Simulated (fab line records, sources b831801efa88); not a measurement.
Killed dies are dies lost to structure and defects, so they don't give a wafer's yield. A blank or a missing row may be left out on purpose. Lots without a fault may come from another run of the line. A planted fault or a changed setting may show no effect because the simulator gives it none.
Chamber matching | flow sky130 | SKY_VIA4_CMP_21 on cmp-01: 4 sister chambers
The step polishes, stops on SiO2, t overpolish 25 s, target thk 0 nm. 4 wafers are shown with their chamber, then 7 later ones without.

WAFERS WITH THEIR CHAMBER
wafer  | chamber | motor_current_A (A)
L710.6 | 0       | 10.9
L719.1 | 1       | 9.2
L721.1 | 2       | 10.9
L721.4 | 3       | 12.4

WAFERS WITHOUT THEIR CHAMBER
wafer  | motor_current_A (A)
L721.6 | 10.9
L723.1 | 12.4
L723.3 | 9.3
L723.4 | 11.3
L726.1 | 11.0
L726.2 | 11.0
L726.5 | 11.1

WHICH CHAMBER EACH WENT THROUGH
wafer  | from the rows above     | in truth
L721.6 | can't be placed: 0 or 2 | 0
L723.1 | 3                       | 3
L723.3 | 1                       | 1
L723.4 | can't be placed: 0 or 2 | 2
L726.1 | can't be placed: 0 or 2 | 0
L726.2 | can't be placed: 0 or 2 | 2
L726.5 | can't be placed: 0 or 2 | 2
Placed correctly: 2 of 7. Can't be placed from these rows: 5 (the true chamber is among the candidates in 5). Placed wrongly: 0.
How it was worked out, from the rows above alone: a wafer's distance from a chamber is the root of the sum, over the readings, of the square of ((its reading less the chamber's mean) divided by the reading's scatter). The wafer belongs to the nearest chamber; if the next one is less than 2 further off, it can't be placed. A chamber's mean is the mean of its shown wafers. The scatter: with one shown wafer a chamber, the root of the mean of the squares of how far each hidden wafer lies from its nearest shown one.
